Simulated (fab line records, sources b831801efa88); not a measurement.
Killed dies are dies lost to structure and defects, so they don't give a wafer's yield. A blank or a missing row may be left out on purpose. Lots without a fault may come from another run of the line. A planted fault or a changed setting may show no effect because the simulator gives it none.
A struck lot beside a sound one | flow gf180mcu | 16 steps out of a route of 602
Sound: wafers L592.2, L592.4, L592.5. Struck: wafers L605.2, L605.4, L605.6. The cause comes at the end.
At each step with rows: each side's tool, then ch and its chambers, then its first start. Under that, the readings that differ: sound wafers | struck wafers | difference of the means | sigmas: that difference in standard deviations of wafers without a fault.
alike: readings whose means differ by less than 2 such deviations, and words and numbers that are the same on both sides. not compared: withheld readings, readings that some wafer has no value for, bounds like >300 that may hide the same value, and numbers for which the record gives no deviation and whose values overlap.
The two part at a step that has a row with sigmas, a row that says differs or no value, or rows on one side only. Numbers that don't overlap but have no deviation are shown without sigmas and don't part them. A reading that every wafer of one side lacks parts them only if that side has two wafers or more.

first, 2 steps without rows for these wafers: GF_HV_LDD_PEB_44; GF_HV_LDD_DEVELOP_45 (develop time 60 s).
GF_HV_LDD_CD_MEAS_46: target cd 400 nm.
  sound on cd_sem-02, day 14 20:26; struck on cd_sem-02, day 19 07:29
  reading    | sound             | struck            | difference | sigmas
  cd_nm (nm) | 395.9 393.5 394.0 | 400.3 401.8 400.7 | +6.5       | +3
GF_HV_LDD_OVL_MEAS_47:
  sound on overlay-02, day 14 20:32; struck on overlay-01, day 19 07:35
  alike: HV_LDD_03_OVL
then, 1 step without rows for these wafers: GF_HV_LDD_IMPLANT_48.
GF_HV_LDD_STRIP_49: strips in O2/N2.
  sound on plasma_asher-01 ch 0,1, day 14 20:43; struck on plasma_asher-01 ch 0, day 19 07:46
  alike: drypump_motor_current_A, heater_power_w, o2_flow_sccm, oes_product_au, strip_time_to_endpoint_s
  not compared: rf_hours_counter_h
GF_HV_LDD_TW_MEAS_50:
  sound on film_metro-01, day 14 20:50; struck on film_metro-02, day 19 07:53
  alike: HV_LDD_4_TW
then, 1 step without rows for these wafers: GF_HV_LDD_CLEAN_51 (cleans in SC1/SC2, time 150 s).
GF_HV_LDD_RTA_52: time 10 s.
  sound on rtp_anneal-02 ch 0, day 14 20:56; struck on rtp_anneal-01 ch 0, day 19 07:59
  reading            | sound             | struck            | difference | sigmas
  lamp_power_pct (%) | 35.39 35.39 35.40 | 34.86 34.89 34.84 | -0.53      | -2
  alike: wafer_temp_C_max
GF_HV_LDD_RS_MEAS_53: measures by four-point-probe.
  sound on film_metro-02, day 14 21:01; struck on film_metro-04, day 19 08:04
  alike: HV_LDD_RS
then, 1 step without rows for these wafers: GF_HV_LDD_CVD_54 (deposits SiO2 from TEOS, target thk 10 nm, time 75 s).
GF_HV_LDD_THK_MEAS_55:
  sound on film_metro-02, day 14 22:09; struck on film_metro-04, day 19 09:11
  alike: HV_LDD_CVD_54_THK
GF_HV_LDD_CVD_56: deposits Si3N4 from DCS/NH3, target thk 90 nm, time 1543 s.
  sound on lpcvd-01 ch 0, day 14 22:12; struck on lpcvd-02 ch 1, day 19 09:14
  reading                                  | sound             | struck          | difference | sigmas
  model.Si3N4_of_HV_LDD_CVD_56.thk_nm (nm) | 89.97 89.47 89.09 | 130 129.8 129.7 | +40        |
GF_HV_LDD_THK_MEAS_57:
  sound on film_metro-02, day 14 23:38; struck on film_metro-02, day 19 11:24
  reading                | sound          | struck            | difference | sigmas
  HV_LDD_CVD_56_THK (nm) | 90.0 89.5 89.1 | 130.1 130.0 129.8 | +40.4      | +48
GF_HV_LDD_ETCHBACK_58: etches Si3N4 in CH3F/O2, stops on SiO2, time 100 s, target depth 90 nm.
  sound on rie_diel-02 ch 0,1,3, day 14 23:41; struck on rie_diel-02 ch 0,1, day 19 11:27
  reading                  | sound                | struck               | difference | sigmas
  oes_product_au (a.u.)    | 0.837 0.842 0.840    | 1.018 1.008 1.023    | +0.177     | +28
  throttle_valve_pct (%)   | 10.555 10.550 10.564 | 10.577 10.580 10.580 | +0.023     | +2
  model.etch.depth_nm (nm) | 89.97 89.47 89.09    | 123 121.2 123.8      | +33        |
  alike: drypump_motor_current_A
  not compared: rf_hours_counter_h
-- the record jumps here: 15 days lie between the struck wafers' starts before and after (it left off in module HV_LDD and takes up again in module PASSIVATION, whose first step shown is number 602 of the route) --
GF_PASSIVATION_PROBE_99:
  the record has rows for the struck wafers here (prober-01, day 34 13:19) and none for the sound ones

WHERE THEY PART
First at GF_HV_LDD_CD_MEAS_46; last, within this record, at GF_PASSIVATION_PROBE_99.

WHY: what the simulator had put in
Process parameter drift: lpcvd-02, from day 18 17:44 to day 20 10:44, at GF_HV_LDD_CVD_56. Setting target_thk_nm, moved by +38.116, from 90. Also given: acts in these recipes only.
